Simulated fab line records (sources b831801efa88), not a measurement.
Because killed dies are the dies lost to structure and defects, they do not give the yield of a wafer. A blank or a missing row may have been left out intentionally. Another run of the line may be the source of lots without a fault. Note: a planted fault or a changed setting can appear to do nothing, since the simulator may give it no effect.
Problem report, 8D (eight disciplines) form, completed by code	flow gf180mcu	the parts of the form that need people (team, actions taken, sign-off) are left out

## 1. WHAT IS WRONG
Mean of cathodeDcPowerW at GF_V3_SPUTTER_22: 4513.3 W across 2 wafers in 2 lots; on wafers with no fault it is 4000.0 W (standard deviation 0.68). So: +99 or more standard deviations from the usual mean.
The step: material TiN, target thk 10 nm, time 40 s.
The first sign was on wafer L346.3 at day 26 08:33, on pvdSputter-04. The record holds 18 wafers of 6 lots with a number at this step. Rule for "out", or "out of limits": more than 4 standard deviations from the usual mean. Any other wafer with a number is counted as sound.

## 2. WHAT IT IS; WHAT IT IS NOT
question	is	is not
which readings at this step	cathodeDcPowerW	throttleValvePct
which lots	L346, L348	L336, L350, L354, L359
which wafers of those lots	L346.3, L348.6	L346.2, L346.4, L348.3, L348.4
read on which tools	pvdSputter-04	pvdSputter-01, pvdSputter-03
when	from day 26 08:33	up to then (5 sound wafers); but 11 sound wafers of L348, L350, L354, L359 came after

## 3. THE SUSPECTS, EACH WITH WHAT RULES IT OUT
Counting: a tool at a process step up to the reading stays a suspect if it ran every lot that is out. Sound lots after the first of them don't rule it out here, since some wafers of a struck lot are sound.
- rieDiel-02 at GF_V3_ETCH_16 (etches BARC in N2/H2): kept. It processed each lot that is out (first: L346, day 26 07:29); up to then, its last sound lot is L336 (day 22 17:53).
- rieDiel-02 at GF_V3_ETCH_17 (etches SiO2 in C4F8/O2/Ar, stops on TiN, target depth 635 nm): kept. It processed each lot that is out (first: L346, day 26 07:37); up to then, its last sound lot is L336 (day 22 18:01). GF_V3_ETCH_17: start missing for some lots; hours and lot order therefore follow GF_V3_STRIP_18.
- pvdSputter-04 at GF_V3_SPUTTER_21 (material Ti, target thk 15 nm, time 80.02 s): kept. It processed each lot that is out (first: L346, day 26 08:29); up to then, its last sound lot is L336 (day 22 18:32).
- pvdSputter-04 at GF_V3_SPUTTER_22 (material TiN, target thk 10 nm, time 40 s): kept. It processed each lot that is out (first: L346, day 26 08:33); up to then, its last sound lot is L336 (day 22 18:36). Out on those wafers are its own readings of cathodeDcPowerW.
Left after counting: rieDiel-02 at GF_V3_ETCH_16, rieDiel-02 at GF_V3_ETCH_17, pvdSputter-04 at GF_V3_SPUTTER_21, pvdSputter-04 at GF_V3_SPUTTER_22.

## 4. THE CAUSE (what the simulator had put in)
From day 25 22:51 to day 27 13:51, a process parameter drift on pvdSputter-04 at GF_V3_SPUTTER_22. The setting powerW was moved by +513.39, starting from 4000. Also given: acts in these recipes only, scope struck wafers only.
After counting, 4 suspects remain, this tool included.

## 5. THE CHAIN OF EFFECTS, in route order
Each row: a reading whose mean over the struck wafers that have a number lies more than 3 standard deviations from the usual. Readings are gone through only where the record gives a usual standard deviation; hours: the median, over the lots, of the time from a lot's start at the first step in this table giving one to that lot's start at this step; sigmas: the change measured in usual standard deviations.
hours	step	reading	usual	on struck wafers	change	sigmas
0	GF_V3_SPUTTER_22	cathodeDcPowerW	4000.0 W	4513.3	+513.3	+99 or more
Its process steps:
- GF_V3_SPUTTER_22: material TiN, target thk 10 nm, time 40 s.

## 6. HOW IT WOULD HAVE BEEN CAUGHT EARLIER
First out-of-limits reading in this record: day 26 08:33, which is 10 hours after fault onset at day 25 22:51.
